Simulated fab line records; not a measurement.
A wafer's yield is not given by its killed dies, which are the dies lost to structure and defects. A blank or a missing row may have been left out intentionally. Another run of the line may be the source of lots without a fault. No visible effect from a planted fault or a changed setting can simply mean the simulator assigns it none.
Chamber matching ; flow sky130 ; SKY_VIA2_ETCH_15 on rie-diel-03: 4 sister chambers
The step etches SiO2 in C4F8/O2/Ar, stops on TiN, target depth 546 nm, time 84 s. 30 wafers are shown with their chamber, then 12 later ones without.

WAFERS, EACH WITH ITS CHAMBER
wafer;chamber;oes-product-au (a.u.)
L074.1;2;0.935
L074.2;0;0.949
L074.3;3;0.943
L074.4;1;0.938
L074.5;0;0.945
L074.6;1;0.946
L080.1;2;0.947
L080.2;0;0.944
L080.3;3;0.935
L080.4;1;0.938
L080.5;2;0.941
L080.6;1;0.945
L083.1;2;0.939
L083.2;3;0.941
L083.3;1;0.932
L083.4;1;0.938
L083.5;2;0.941
L083.6;3;0.936
L085.2;3;0.937
L085.4;3;0.938
L085.6;1;0.946
L088.3;1;0.943
L088.4;3;0.936
L088.6;3;0.932
L090.1;2;0.944
L090.2;1;0.935
L090.3;3;0.951
L090.4;0;0.937
L090.5;1;0.932
L090.6;0;0.939

SIGNATURES, as means of the wafers listed above
reading;chamber 0;chamber 1;chamber 2;chamber 3;scatter within a chamber
oes-product-au;0.94280;0.93930;0.94117;0.93878;0.00517
Rule: for a wafer and a chamber, the distance is found by dividing, reading by reading, the gap between the wafer's reading and the chamber's mean by the reading's scatter, squaring, summing and taking the root. If the next closest chamber is less than 2 further off than the closest, the wafer can't be placed; otherwise it belongs to the closest. The scatter is the square root of a quotient: the sum, over the shown wafers, of each reading's squared deviation from its chamber's mean, divided by wafers minus chambers.

WAFERS WITH NO CHAMBER GIVEN
wafer;oes-product-au (a.u.)
L091.1;0.940
L091.3;0.943
L091.6;0.942
L093.1;0.937
L093.2;0.939
L093.3;0.949
L093.4;0.940
L093.5;0.943
L093.6;0.941
L094.2;0.929
L094.3;0.940
L094.5;0.935

THE CHAMBER EACH PASSED THROUGH
wafer;from the rows above;in truth
L091.1;can't be placed: 1 or 2 or 3 or 0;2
L091.3;can't be placed: 0 or 2 or 1 or 3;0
L091.6;can't be placed: 0 or 2 or 1 or 3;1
L093.1;can't be placed: 3 or 1 or 2 or 0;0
L093.2;can't be placed: 3 or 1 or 2 or 0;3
L093.3;can't be placed: 0 or 2 or 1 or 3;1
L093.4;can't be placed: 1 or 2 or 3 or 0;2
L093.5;can't be placed: 0 or 2 or 1 or 3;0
L093.6;can't be placed: 2 or 1 or 0 or 3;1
L094.2;can't be placed: 3 or 1 or 2 or 0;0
L094.3;can't be placed: 1 or 2 or 3 or 0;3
L094.5;can't be placed: 3 or 1 or 2 or 0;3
0 of 12 placed correctly. Can't be placed from these rows: 12 (the true chamber is among the candidates in 12). Number placed wrongly: 0.
